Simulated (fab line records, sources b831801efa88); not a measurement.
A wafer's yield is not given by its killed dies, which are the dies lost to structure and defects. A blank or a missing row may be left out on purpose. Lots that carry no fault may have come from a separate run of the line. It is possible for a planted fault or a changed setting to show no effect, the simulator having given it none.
The tool behind it: which one? / flow gf180mcu / 36 wafers from 12 lots sampled at 4 of the route's 602 steps

== WHAT THE GAUGES SHOWED, per wafer ==
GF_V1_THK_MEAS_03. Usual: for V1_CVD_02_THK the level is 852 nm and the standard deviation is 12.
lot=L379; measured=day 18 05:11; on=film-metro-04; V1_CVD_02_THK (nm)=830 879 850; flag=
lot=L380; measured=day 18 09:26; on=film-metro-01; V1_CVD_02_THK (nm)=837 865 865; flag=
lot=L381; measured=day 18 12:51; on=film-metro-02; V1_CVD_02_THK (nm)=858 835 848; flag=
lot=L383; measured=day 19 02:47; on=film-metro-04; V1_CVD_02_THK (nm)=832 855 853; flag=
lot=L384; measured=day 19 23:09; on=film-metro-04; V1_CVD_02_THK (nm)=849 853 841; flag=
lot=L385; measured=day 20 08:58; on=film-metro-02; V1_CVD_02_THK (nm)=846 862 867; flag=
lot=L386; measured=day 20 13:32; on=film-metro-02; V1_CVD_02_THK (nm)=847 854 859; flag=
lot=L387; measured=day 21 00:01; on=film-metro-04; V1_CVD_02_THK (nm)=857 859 859; flag=
lot=L390; measured=day 22 08:29; on=film-metro-04; V1_CVD_02_THK (nm)=807 817 833; flag=
lot=L391; measured=day 22 15:19; on=film-metro-04; V1_CVD_02_THK (nm)=859 837 844; flag=
lot=L399; measured=day 24 22:45; on=film-metro-02; V1_CVD_02_THK (nm)=832 852 856; flag=
lot=L400; measured=day 25 04:10; on=film-metro-01; V1_CVD_02_THK (nm)=835 862 858; flag=

== TOOL THAT RAN EACH LOT (tool first, then ch and the chambers of the sampled wafers, then the start) ==
lot=L379; GF_SALICIDE_SPUTTER_03=pvd-sputter-04, day 16 04:22; GF_CONTACT_ETCH_17=rie-diel-04 ch 0,2,3, day 18 05:06 or earlier; GF_V1_CVD_02=pecvd-03 ch 0,2, day 18 05:06
lot=L380; GF_SALICIDE_SPUTTER_03=pvd-sputter-03, day 16 07:22; GF_CONTACT_ETCH_17=rie-diel-03 ch 0,1,2, day 18 09:21 or earlier; GF_V1_CVD_02=pecvd-03 ch 0,2, day 18 09:21
lot=L381; GF_SALICIDE_SPUTTER_03=pvd-sputter-03, day 16 12:08; GF_CONTACT_ETCH_17=rie-diel-03 ch 0,1,3, day 18 12:47 or earlier; GF_V1_CVD_02=pecvd-02 ch 0,1,2, day 18 12:47
lot=L383; GF_SALICIDE_SPUTTER_03=pvd-sputter-04, day 17 01:31; GF_CONTACT_ETCH_17=rie-diel-03 ch 1,2,3, day 19 02:43 or earlier; GF_V1_CVD_02=pecvd-01 ch 0,1,2, day 19 02:43
lot=L384; GF_SALICIDE_SPUTTER_03=pvd-sputter-04, day 17 18:32; GF_CONTACT_ETCH_17=rie-diel-03 ch 0,1, day 19 23:05 or earlier; GF_V1_CVD_02=pecvd-01 ch 0,1,2, day 19 23:05
lot=L385; GF_SALICIDE_SPUTTER_03=pvd-sputter-02, day 18 04:35; GF_CONTACT_ETCH_17=rie-diel-03 ch 0,3, day 20 08:54 or earlier; GF_V1_CVD_02=pecvd-01 ch 0,2, day 20 08:54
lot=L386; GF_SALICIDE_SPUTTER_03=pvd-sputter-03, day 18 09:23; GF_CONTACT_ETCH_17=rie-diel-03 ch 0,1,3, day 20 13:28 or earlier; GF_V1_CVD_02=pecvd-01 ch 1,2, day 20 13:28
lot=L387; GF_SALICIDE_SPUTTER_03=pvd-sputter-03, day 18 19:26; GF_CONTACT_ETCH_17=rie-diel-03 ch 1,3, day 20 23:56 or earlier; GF_V1_CVD_02=pecvd-01 ch 0,2, day 20 23:56
lot=L390; GF_SALICIDE_SPUTTER_03=pvd-sputter-03, day 20 05:49; GF_CONTACT_ETCH_17=rie-diel-04 ch 1,2,3, day 22 08:24 or earlier; GF_V1_CVD_02=pecvd-01 ch 0,1,2, day 22 08:24
lot=L391; GF_SALICIDE_SPUTTER_03=pvd-sputter-04, day 20 12:43; GF_CONTACT_ETCH_17=rie-diel-03 ch 0,3, day 22 15:14 or earlier; GF_V1_CVD_02=pecvd-02 ch 1,2, day 22 15:14
lot=L399; GF_SALICIDE_SPUTTER_03=pvd-sputter-04, day 22 22:42; GF_CONTACT_ETCH_17=rie-diel-04 ch 1,2,3, day 24 22:40 or earlier; GF_V1_CVD_02=pecvd-02 ch 1,2, day 24 22:40
lot=L400; GF_SALICIDE_SPUTTER_03=pvd-sputter-03, day 23 04:15; GF_CONTACT_ETCH_17=rie-diel-01 ch 0,2,3, day 25 04:05 or earlier; GF_V1_CVD_02=pecvd-02 ch 0,1,2, day 25 04:05
- GF_SALICIDE_SPUTTER_03: material TiN, target thk 20 nm, time 16.7 s.
- GF_CONTACT_ETCH_17: etches SiO2 in C4F8/O2/Ar, stops on CoSi2, target depth 860 nm.
- GF_V1_CVD_02: deposits SiO2 from TEOS, target thk 850 nm, time 94.851 s.

== WHAT THE TOOLS THEMSELVES READ (means of the sampled wafers that have a number; where no wafer has one, the mark that the record gives instead) ==
GF_SALICIDE_SPUTTER_03. Usual: 30.4 % for throttle-valve-pct, sd 1.1.
lot=L379; tool=pvd-sputter-04; throttle-valve-pct (%)=29.6; flag=
lot=L380; tool=pvd-sputter-03; throttle-valve-pct (%)=30.0; flag=
lot=L381; tool=pvd-sputter-03; throttle-valve-pct (%)=31.7; flag=
lot=L383; tool=pvd-sputter-04; throttle-valve-pct (%)=29.9; flag=
lot=L384; tool=pvd-sputter-04; throttle-valve-pct (%)=30.2; flag=
lot=L385; tool=pvd-sputter-02; throttle-valve-pct (%)=30.6; flag=
lot=L386; tool=pvd-sputter-03; throttle-valve-pct (%)=30.1; flag=
lot=L387; tool=pvd-sputter-03; throttle-valve-pct (%)=31.8; flag=
lot=L390; tool=pvd-sputter-03; throttle-valve-pct (%)=30.2; flag=
lot=L391; tool=pvd-sputter-04; throttle-valve-pct (%)=30.1; flag=
lot=L399; tool=pvd-sputter-04; throttle-valve-pct (%)=29.6; flag=
lot=L400; tool=pvd-sputter-03; throttle-valve-pct (%)=30.1; flag=

GF_CONTACT_ETCH_17. Usual: oes-product-au 0.815 a.u., standard deviation 0.0044; rf-fwd-power-W 1494 W, standard deviation 4.5.
lot=L379; tool=rie-diel-04; oes-product-au (a.u.)=0.818; rf-fwd-power-W (W)=1497; flag=
lot=L380; tool=rie-diel-03; oes-product-au (a.u.)=0.816; rf-fwd-power-W (W)=1496; flag=
lot=L381; tool=rie-diel-03; oes-product-au (a.u.)=0.818; rf-fwd-power-W (W)=1496; flag=
lot=L383; tool=rie-diel-03; oes-product-au (a.u.)=0.818; rf-fwd-power-W (W)=1492; flag=
lot=L384; tool=rie-diel-03; oes-product-au (a.u.)=0.812; rf-fwd-power-W (W)=1489; flag=
lot=L385; tool=rie-diel-03; oes-product-au (a.u.)=0.814; rf-fwd-power-W (W)=1494; flag=
lot=L386; tool=rie-diel-03; oes-product-au (a.u.)=0.817; rf-fwd-power-W (W)=1493; flag=
lot=L387; tool=rie-diel-03; oes-product-au (a.u.)=0.815; rf-fwd-power-W (W)=1492; flag=
lot=L390; tool=rie-diel-04; oes-product-au (a.u.)=0.818; rf-fwd-power-W (W)=1496; flag=
lot=L391; tool=rie-diel-03; oes-product-au (a.u.)=0.814; rf-fwd-power-W (W)=1497; flag=
lot=L399; tool=rie-diel-04; oes-product-au (a.u.)=0.817; rf-fwd-power-W (W)=1495; flag=
lot=L400; tool=rie-diel-01; oes-product-au (a.u.)=0.815; rf-fwd-power-W (W)=1492; flag=

GF_V1_CVD_02. Usual: heater-power-outer-w 394 W, standard deviation 71; heater-power-w 680 W, standard deviation 99; rf-fwd-power-W 596.5 W, standard deviation 2.
lot=L379; tool=pecvd-03; heater-power-outer-w (W)=344; heater-power-w (W)=614; rf-fwd-power-W (W)=597.5; flag=
lot=L380; tool=pecvd-03; heater-power-outer-w (W)=317; heater-power-w (W)=575; rf-fwd-power-W (W)=597.7; flag=
lot=L381; tool=pecvd-02; heater-power-outer-w (W)=390; heater-power-w (W)=694; rf-fwd-power-W (W)=595.2; flag=
lot=L383; tool=pecvd-01; heater-power-outer-w (W)=452; heater-power-w (W)=737; rf-fwd-power-W (W)=597.9; flag=
lot=L384; tool=pecvd-01; heater-power-outer-w (W)=416; heater-power-w (W)=688; rf-fwd-power-W (W)=596.0; flag=
lot=L385; tool=pecvd-01; heater-power-outer-w (W)=474; heater-power-w (W)=736; rf-fwd-power-W (W)=599.1; flag=
lot=L386; tool=pecvd-01; heater-power-outer-w (W)=426; heater-power-w (W)=672; rf-fwd-power-W (W)=596.0; flag=
lot=L387; tool=pecvd-01; heater-power-outer-w (W)=440; heater-power-w (W)=732; rf-fwd-power-W (W)=598.5; flag=
lot=L390; tool=pecvd-01; heater-power-outer-w (W)=402; heater-power-w (W)=673; rf-fwd-power-W (W)=597.3; flag=
lot=L391; tool=pecvd-02; heater-power-outer-w (W)=336; heater-power-w (W)=639; rf-fwd-power-W (W)=594.2; flag=
lot=L399; tool=pecvd-02; heater-power-outer-w (W)=397; heater-power-w (W)=729; rf-fwd-power-W (W)=593.9; flag=
lot=L400; tool=pecvd-02; heater-power-outer-w (W)=375; heater-power-w (W)=676; rf-fwd-power-W (W)=594.8; flag=

== THE ANSWER, worked out from the rows above alone ==
Rule: a lot counts as off when the mean over its wafers that have a number is more than 3 standard deviations away from the usual mean. Also off: a lot with no number at a reading for which 4 or more lots have one. Any other lot the step has rows for is counted as sound. First the gauges in route order, then the tools' own readings, where a lot's mean is used as printed above. At the first step where some lot is off, the reading lying furthest off is the one used; lots without a number count as furthest.
Nothing can be told from this: no lot is off at any reading shown.

== WHAT WAS PUT IN BY THE SIMULATOR ==
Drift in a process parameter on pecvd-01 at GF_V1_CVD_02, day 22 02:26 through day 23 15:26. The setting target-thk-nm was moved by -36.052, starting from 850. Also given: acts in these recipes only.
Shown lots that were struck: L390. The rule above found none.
